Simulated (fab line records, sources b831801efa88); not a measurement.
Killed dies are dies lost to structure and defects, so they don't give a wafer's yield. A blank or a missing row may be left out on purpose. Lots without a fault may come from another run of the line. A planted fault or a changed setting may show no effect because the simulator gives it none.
fab line records | flow sky130
record lots=11 wafers=33 last_day=50
route steps=708 shown LI_CONTACT@364 LOCAL_INTERCONNECT@388 METAL3@536 PAD_OPEN@708
lots that met no fault: from a run of the same line without faults
start_h: hours from the record's first day to the start of the lot's first wafer shown | wait_h: hours since the lot's step before | " the same as in the row above | L1.1+2: a row that stands for several wafers | - no value, or no start given | * or withheld: withheld | < > ~ a bound
route shown NAME@n: a module of which the file shows steps, and the number in the route of the first | usual: mean/standard deviation of fault-free wafers | same: alike in all rows | chamber/n: place in a boat | sites: the reading at each site | _std_site: their standard deviation | _edge_site: outer sites' mean less inner sites' | radius_mm: how far each site lies from the wafer's centre | mask NAME#n: copy n | behind: the tool/chamber that last shaped the wafer | hold: why the lot was held/for how many hours/how that ended | device: the transistor (n, p or np) that didn't switch | end of line: the same wafers' tests at the end of the route | a step without rows: its recipe alone | killed: dies lost to structure and defects at the first sort, not the wafer's yield | map: a wafer's dies, x killed, . not, _ none there
set.NAME: the setting as run; set.NAME@STEP: as run at that earlier step | model.NAME: the simulator's own value behind a step, which no gauge read
steps of the route over a sample of lots; a table a step, a row a wafer
services: from which hour (start_h, from the record's first day; less than 0 if before it) a tool's chamber was out of use, for how many hours, and why
## steps
# step SKY_LI_CONTACT_CMP_02
# recipe material=PSG down_force_psi=4 platen_rpm=60 pad_velocity_m_s=0.94248
# usual motor_current_A=12.0/0.98 platen_rpm=60.00/0.038 time_to_endpoint_s=33.2/2.4
# columns lot.wafer tool chamber start_h wait_h motor_current_A platen_rpm time_to_endpoint_s
L812.2 cmp-02 3 690.53 0.0 12.7 60.04 30.6
L812.4 " 0 " " 13.3 60.00 30.6
L812.1 " 2 " " 11.4 59.96 33.2
L817.2 cmp-02 1 728.92 0.1 11.5 60.03 32.2
L817.1 " 2 " " 11.4 59.97 32.0
L817.4 " 3 " " 12.6 60.13 31.5
L818.3 cmp-02 0 734.11 0.0 13.6 60.02 33.0
L818.2 " 3 " " 12.1 60.00 29.6
L818.6 " 1 " " 10.8 59.97 35.9
L819.1 cmp-01 3 738.27 0.1 13.1 59.95 35.1
L819.3 " 2 " " 10.4 60.01 29.8
L819.5 " 3 " " 12.6 59.96 34.8
L821.4 cmp-02 3 756.89 0.0 12.6 60.00 30.9
L821.1 " 1 " " 11.9 60.05 33.6
L821.6 " 0 " " 14.4 60.01 32.0
L822.2 cmp-01 3 767.79 0.1 13.3 59.95 37.5
L822.3 " 0 " " 12.4 59.95 34.4
L822.5 " 3 " " 12.6 59.95 35.6
L824.3 cmp-02 2 795.67 0.1 11.4 59.98 36.0
L824.5 " 1 " " 12.8 60.03 34.4
L824.6 " 2 " " 11.1 59.99 34.3
L826.4 cmp-02 3 798.56 0.2 12.6 60.02 35.3
L826.1 " 1 " " 12.7 60.05 35.9
L826.5 " 2 " " 11.0 60.01 34.1
L827.4 cmp-02 0 804.20 0.2 12.7 60.08 33.9
L827.1 " 2 " " 11.3 60.00 30.7
L827.5 " 0 " " 13.9 60.05 34.3
L829.3 cmp-02 2 811.93 0.1 11.4 59.96 30.4
L829.1 " 0 " " 13.7 60.01 30.8
L829.5 " 2 " " 11.1 59.98 33.2
L830.1 cmp-02 2 823.21 0.1 11.8 59.97 36.5
L830.2 " 3 " " 12.5 59.98 34.6
L830.6 " 3 " " 13.1 60.03 36.0
# step SKY_LI_CONTACT_OVL_MEAS_13
# usual LI_CONTACT_OVL=0/4.9
# columns lot.wafer tool chamber start_h wait_h LI_CONTACT_OVL[nm]
L812.1 overlay-02 - 718.28 0.1 -9
L812.2 " - " " 4
L812.4 " - " " -4
L817.1 overlay-02 - 757.07 0.1 -5
L817.2 " - " " -10
L817.4 " - " " -9
L818.2 overlay-01 - 761.60 0.1 4
L818.3 " - " " -4
L818.6 " - " " -3
L819.1 overlay-02 - 765.79 0.1 -2
L819.3 " - " " 0
L819.5 " - " " 2
L821.1 overlay-01 - 784.24 0.1 0
L821.4 " - " " 18
L821.6 " - " " -2
L822.2 overlay-02 - 794.94 0.1 2
L822.3 " - " " 1
L822.5 " - " " 7
L824.3 overlay-01 - 822.85 0.1 -2
L824.5 " - " " 2
L824.6 " - " " -2
L826.1 overlay-01 - 824.48 0.1 2
L826.4 " - " " 3
L826.5 " - " " 4
L827.1 overlay-02 - 830.83 0.1 2
L827.4 " - " " -3
L827.5 " - " " 4
L829.1 overlay-01 - 838.43 0.1 5
L829.3 " - " " 1
L829.5 " - " " 0
L830.1 overlay-01 - 849.78 0.1 -4
L830.2 " - " " -1
L830.6 " - " " 1
# step SKY_LOCAL_INTERCONNECT_RS_MEAS_01
# recipe thk_meas_gauge=four-point-probe reads=TiN_of_LOCAL_INTERCONNECT_SPUTTER_00
# usual LOCAL_INTERCONNECT_TIN_RS=14.18/0.18
# columns lot.wafer tool chamber start_h wait_h LOCAL_INTERCONNECT_TIN_RS[ohm/sq]
L812.1 film_metro-03 - 719.55 0.0 14.21
L812.2 " - " " 14.43
L812.4 " - " " 14.13
L817.1 film_metro-02 - 758.35 0.0 14.06
L817.2 " - " " 14.02
L817.4 " - " " 14.03
L818.2 film_metro-04 - 762.87 0.1 14.25
L818.3 " - " " 14.36
L818.6 " - " " 14.27
L819.1 film_metro-04 - 767.05 0.0 14.04
L819.3 " - " " 14.04
L819.5 " - " " 14.06
L821.1 film_metro-04 - 785.52 0.0 14.20
L821.4 " - " " 14.33
L821.6 " - " " 14.26
L822.2 film_metro-03 - 796.30 0.1 14.23
L822.3 " - " " 14.09
L822.5 " - " " 14.25
L824.3 film_metro-02 - 824.15 0.1 14.11
L824.5 " - " " 14.06
L824.6 " - " " 14.18
L826.1 film_metro-02 - 825.81 0.0 14.17
L826.4 " - " " 14.01
L826.5 " - " " 14.12
L827.1 film_metro-04 - 832.26 0.0 14.06
L827.4 " - " " 13.84
L827.5 " - " " 14.02
L829.1 film_metro-02 - 839.70 0.0 14.47
L829.3 " - " " 14.11
L829.5 " - " " 14.17
L830.1 film_metro-03 - 851.15 0.0 14.05
L830.2 " - " " 14.02
L830.6 " - " " 14.01
# step SKY_METAL3_SPUTTER_04
# recipe material=TiN target_thk_nm=70 power_w=6500 time_s=58.3 chamber_pressure_pa=0.4
# usual cathode_dc_power_W=6499.9/1.1 chamber_pressure_pa=0.4001/0.00076 throttle_valve_pct=30.6/0.61
# columns lot.wafer tool chamber start_h wait_h cathode_dc_power_W chamber_pressure_pa throttle_valve_pct
L812.1 pvd_sputter-04 - 888.62 0.0 6500.1 0.3988 30.4
L812.2 " - " " 6499.1 0.3989 31.1
L812.4 " - " " 6502.7 0.3999 31.8
L817.1 pvd_sputter-04 - 925.06 0.0 - - -
L817.2 " - " " - - -
L817.4 " - " " - - -
L818.2 pvd_sputter-04 - 928.09 0.0 - - -
L818.3 " - " " - - -
L818.6 " - " " - - -
L819.1 pvd_sputter-03 - 931.79 0.0 - - -
L819.3 " - " " - - -
L819.5 " - " " - - -
L821.1 pvd_sputter-03 - 948.79 0.0 6499.1 0.4000 30.4
L821.4 " - " " 6498.4 0.4003 31.0
L821.6 " - " " 6499.4 0.4015 30.7
L822.2 pvd_sputter-03 - 959.65 0.0 6499.6 0.4005 31.1
L822.3 " - " " 6499.8 0.4000 30.3
L822.5 " - " " 6499.8 0.3987 30.9
L824.3 pvd_sputter-03 - 986.10 0.0 6498.9 0.4003 31.0
L824.5 " - " " 6500.7 0.4010 30.9
L824.6 " - " " 6501.4 0.3987 30.8
L826.1 pvd_sputter-04 - 987.32 0.0 6499.6 0.4004 30.4
L826.4 " - " " 6502.1 0.3996 31.4
L826.5 " - " " 6500.0 0.4005 31.6
L827.1 pvd_sputter-04 - 994.20 0.0 6501.1 0.4005 31.2
L827.4 " - " " 6501.3 0.3996 30.3
L827.5 " - " " 6499.9 0.4005 31.7
L829.1 pvd_sputter-04 - 999.19 0.0 6498.4 0.4005 31.0
L829.3 " - " " 6497.6 0.3991 30.4
L829.5 " - " " 6500.3 0.3995 30.5
L830.1 pvd_sputter-03 - 1008.35 0.0 6500.8 0.4005 30.7
L830.2 " - " " 6499.5 0.4008 30.5
L830.6 " - " " 6501.6 0.4004 30.6
# step SKY_METAL3_METAL_ETCH_18
# recipe target_depth_a=8450 stop_on=SiO2 over_etch_frac=0.3 time_s=183.1 chemistry=Cl2/BCl3 resist_sidewall_deg=88 pressure_mtorr=10 icp_w=900 bias_w=48.5 Cl2_flow_sccm=60 bcl3_flow_sccm=30
# usual drypump_motor_current_A=5.3/0.37 mfc_cl2_sccm=59.98/0.18 oes_product_au=0.867/0.0061 throttle_valve_pct=22.265/0.0086
# columns lot.wafer tool chamber start_h wait_h drypump_motor_current_A mfc_cl2_sccm oes_product_au rf_hours_counter_h throttle_valve_pct
L812.1 rie_metal-02 0 938.63 0.0 5.2 59.99 0.861 3 22.256
L812.2 " 1 " " 4.8 59.95 0.868 13 22.278
L812.4 " 0 " " 5.2 60.09 0.872 - 22.286
L817.1 rie_metal-02 1 974.75 0.0 4.8 59.97 0.835 16 22.272
L817.2 " 0 " " 5.2 60.21 0.827 6 22.258
L817.4 " 0 " " 5.2 59.82 0.838 - 22.267
L818.2 rie_metal-02 0 977.37 0.0 5.2 60.06 0.827 6 22.257
L818.3 " 0 " " 5.2 60.17 0.835 - 22.282
L818.6 " 1 " " 4.8 59.86 0.831 - 22.269
L819.1 rie_metal-03 1 980.07 0.0 5.9 59.89 0.829 19 22.268
L819.3 " 0 " " 5.3 60.12 0.818 - 22.287
L819.5 " 0 " " 5.3 60.00 0.830 - 22.267
L821.1 rie_metal-02 1 998.07 0.0 4.8 60.00 0.857 17 22.261
L821.4 " 1 " " 4.8 59.99 0.868 - 22.263
L821.6 " 0 " " 5.2 60.14 0.872 - 22.269
L822.2 rie_metal-03 1 1007.97 0.0 5.9 59.96 0.863 20 22.255
L822.3 " 1 " " 5.9 59.73 0.857 - 22.260
L822.5 " 0 " " 5.3 60.14 0.872 - 22.269
L824.3 rie_metal-02 1 1033.24 0.1 4.8 59.73 0.862 - 22.271
L824.5 " 1 " " 4.8 59.90 0.872 - 22.266
L824.6 " 0 " " 5.2 60.03 0.859 - 22.264
L826.1 rie_metal-01 1 1034.52 0.0 5.6 60.06 0.879 15 22.257
L826.4 " 0 " " 5.5 60.11 0.869 - 22.249
L826.5 " 1 " " 5.6 59.92 0.871 - 22.274
L827.1 rie_metal-02 1 1041.54 0.0 4.8 59.94 0.855 21 22.267
L827.4 " 1 " " 4.8 59.89 0.863 - 22.272
L827.5 " 0 " " 5.2 60.01 0.862 - 22.267
L829.1 rie_metal-01 1 1046.82 0.0 5.6 59.66 0.860 16 22.271
L829.3 " 1 " " 5.6 59.75 0.879 - 22.267
L829.5 " 1 " " 5.6 59.68 0.871 - 22.276
L830.1 rie_metal-02 0 1054.90 0.0 5.2 59.74 0.865 9 22.261
L830.2 " 1 " " 4.8 59.77 0.869 22 22.259
L830.6 " 1 " " 4.8 59.97 0.873 - 22.256
# step SKY_PAD_OPEN_PROBE_99
# usual defect_limited_yield=82.5/1.9 killed_at_M0_to_M3=43/7.2 killed_at_M4_up=3.3/2 killed_at_contacts=25/5.8 killed_at_front_end=15/4.5 killed_at_other=0.3/0.62 killed_dies=86/9.4 killed_open=47/7.1 killed_short=39/6 sort_bin_3_pad_short=0.9/0.4 sort_bin_5_function=10.4/1.4 sort_bin_6_memory=6.2/1.1 sort_bin_8_speed=0.7/1.4 sort_n_pass=402/11 sort_yield_pct=81.7/2.2
# same gross_dies=492 killed_at_back_side=0 sort_bin_4_leakage[%]=0
# columns lot.wafer tool chamber start_h wait_h defect_limited_yield[%] killed_at_M0_to_M3 killed_at_M4_up killed_at_contacts killed_at_front_end killed_at_other killed_dies killed_open killed_short sort_bin_3_pad_short[%] sort_bin_5_function[%] sort_bin_6_memory[%] sort_bin_8_speed[%] sort_n_pass sort_yield_pct[%]
L817.1 prober-01 - 1138.44 0.1 83.5 39 2 31 9 0 81 43 38 0.8 8.9 6.7 0.2 410 83.3
L817.2 prober-01 - 1138.49 0.1 80.1 54 7 22 15 0 98 60 38 0.2 12.8 6.9 0.2 393 79.9
L817.4 prober-01 - 1138.59 0.2 81.1 43 3 32 15 0 93 52 40 1.0 11.4 6.5 0 399 81.1
L819.1 prober-01 - 1140.07 0.1 82.9 43 6 20 15 0 84 45 39 0.6 10.6 5.9 0.2 407 82.7
L822.2 prober-02 - 1162.32 0.1 84.1 43 4 24 7 0 78 38 38 1.0 8.3 6.5 0.2 413 83.9
L822.3 prober-02 - 1162.37 0.2 80.9 48 7 27 12 0 94 47 43 1.2 11.6 6.3 0.4 396 80.5
L822.5 prober-02 - 1162.47 0.2 80.5 48 2 32 13 1 96 51 45 0.4 12.8 6.3 0.6 393 79.9
# killed by level:class
L817.1 CONTACT:geometric_particle:open=11 VIA1:geometric_particle:open=9 METAL1:geometric_particle:short=8 VIA2:geometric_particle:open=6 METAL2:geometric_particle:short=6 CONTACT:geometric_particle:short=5 LOCAL_INTERCONNECT:geometric_particle:short=5 LI_CONTACT:geometric_particle:short=5
L817.2 VIA1:geometric_particle:open=12 VIA2:geometric_particle:open=11 CONTACT:geometric_particle:open=9 LI_CONTACT:geometric_particle:open=8 METAL2:geometric_particle:short=7 FIELD_ISO:geometric_particle:short=6 VIA3:geometric_particle:open=6 METAL4:geometric_particle:short=5
L817.4 CONTACT:geometric_particle:open=10 VIA3:geometric_particle:open=10 LI_CONTACT:geometric_particle:open=8 VIA1:geometric_particle:open=8 METAL2:geometric_particle:short=7 CONTACT:geometric_particle:short=7 FIELD_ISO:geometric_particle:short=5 VIA1:geometric_particle:short=5
L819.1 VIA1:geometric_particle:open=9 VIA1:geometric_particle:short=8 LI_CONTACT:geometric_particle:open=6 CONTACT:geometric_particle:short=6 METAL4:geometric_particle:short=6 CONTACT:geometric_particle:open=5 METAL1:geometric_particle:short=5 VIA2:geometric_particle:open=5
L822.2 CONTACT:geometric_particle:open=9 VIA1:geometric_particle:short=8 METAL1:geometric_particle:short=7 VIA1:geometric_particle:open=6 VIA3:geometric_particle:short=6 VIA2:geometric_particle:open=6 LI_CONTACT:geometric_particle:open=4 VIA3:geometric_particle:open=4
L822.3 VIA1:geometric_particle:open=14 CONTACT:geometric_particle:open=9 LI_CONTACT:geometric_particle:open=8 METAL1:geometric_particle:short=7 VIA3:geometric_particle:open=6 VIA1:geometric_particle:short=6 METAL2:geometric_particle:short=6 POLY_GATE:geometric_particle:short=4
L822.5 LOCAL_INTERCONNECT:geometric_particle:short=10 VIA3:geometric_particle:open=10 CONTACT:geometric_particle:open=9 VIA1:geometric_particle:open=9 VIA2:geometric_particle:open=7 LI_CONTACT:geometric_particle:open=6 METAL1:geometric_particle:short=5 VIA1:geometric_particle:short=5
## services
# columns tool chamber start_h hours kind
pvd_sputter-04 - 690.77 1.3 repair
cmp-01 - 699.01 2.6 repair
cmp-01 - 744.33 4.0 pm
cmp-01 - 783.61 0.6 repair
cmp-01 - 785.66 4.0 pm
rie_metal-03 0 791.79 11.3 repair
cmp-01 - 794.37 18.9 pm
cmp-02 - 797.39 0.8 repair
rie_metal-03 - 803.15 0.6 repair
cmp-02 - 843.65 5.6 pm
cmp-02 - 878.31 2.4 repair
cmp-02 - 889.56 1.7 repair
cmp-01 - 897.71 6.7 pm
rie_metal-01 - 907.06 2.8 pm
cmp-01 - 910.08 3.5 repair
cmp-02 - 912.03 4.0 pm
rie_metal-03 0 921.33 12.8 repair
rie_metal-02 1 921.34 1.1 repair
cmp-02 - 953.57 1.5 repair
pvd_sputter-03 - 964.07 7.3 repair
cmp-02 - 969.65 7.7 pm
rie_metal-02 0 1008.87 22.0 repair
pvd_sputter-04 - 1014.18 4.9 repair
pvd_sputter-04 - 1030.42 1.5 repair
## key
first_sign step=SKY_METAL3_SPUTTER_04 reading=tool_record direction=missing
effect step=SKY_METAL3_METAL_ETCH_18 reading=oes_product_au direction=down sigmas=6 usual=0.867 struck=0.830
met_at SKY_METAL3_SPUTTER_04
struck_lots L817,L818,L819
not_acting_at SKY_LI_CONTACT_CMP_02,SKY_LI_CONTACT_OVL_MEAS_13,SKY_LOCAL_INTERCONNECT_RS_MEAS_01
onset_between 888.62 925.06
fault kind=skipped_step_whole tool=pvd_sputter-03,pvd_sputter-04 chamber=- onset_h=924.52 steps=SKY_METAL3_SPUTTER_04 scope=struck_lots_only
